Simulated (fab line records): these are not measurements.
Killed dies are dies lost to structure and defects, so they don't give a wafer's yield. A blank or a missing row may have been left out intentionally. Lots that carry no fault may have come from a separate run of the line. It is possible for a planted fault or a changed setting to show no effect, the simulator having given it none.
Matching of chambers -- flow gf180mcu -- cmp-02 running GF_V1_CMP_04: 4 sister chambers
The step polishes SiO2. 8 wafers are shown with their chamber, then 12 later ones without.

## EACH WAFER AND ITS CHAMBER
wafer,chamber,motor current A (A),time to endpoint s (s)
L087.2,0,11.1,69
L089.2,1,11.2,72
L090.1,2,11.7,77
L090.2,3,13.8,79
L090.6,2,11.3,81
L091.3,1,11.5,75
L091.4,0,11.8,84
L091.6,3,14.0,70

## WAFERS MISSING THEIR CHAMBER
wafer,motor current A (A),time to endpoint s (s)
L092.1,11.1,83
L092.3,11.6,77
L092.5,13.5,73
L093.1,11.2,75
L093.2,13.4,68
L093.4,11.9,80
L095.1,11.9,73
L095.3,11.5,78
L095.4,12.2,79
L096.3,11.5,80
L096.4,11.1,87
L096.6,11.9,81

## THE CHAMBER EACH PASSED THROUGH
wafer,from the rows above,in truth
L092.1,can't be placed: 2 or 0 or 1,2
L092.3,can't be placed: 2 or 0 or 1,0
L092.5,3,3
L093.1,can't be placed: 1 or 0 or 2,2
L093.2,3,3
L093.4,can't be placed: 2 or 0 or 1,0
L095.1,can't be placed: 0 or 2 or 1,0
L095.3,can't be placed: 2 or 0 or 1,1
L095.4,can't be placed: 2 or 0 or 1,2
L096.3,can't be placed: 2 or 0 or 1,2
L096.4,can't be placed: 2 or 0 or 1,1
L096.6,can't be placed: 2 or 0 or 1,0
Correctly placed: 2 of 12. These rows do not allow placing 10 (true chamber among the candidates in 10). Number placed wrongly: 0.
How it was worked out, from the rows above alone: a wafer's distance from a chamber is the root of the sum, over the readings, of the square of ((its reading less the chamber's mean) divided by the reading's scatter). The wafer belongs to the nearest chamber; if the next one is less than 2 further off, it can't be placed. A chamber's mean is the mean of its shown wafers. The scatter is the square root of a quotient: the sum, over the shown wafers, of each reading's squared deviation from its chamber's mean, divided by wafers minus chambers.
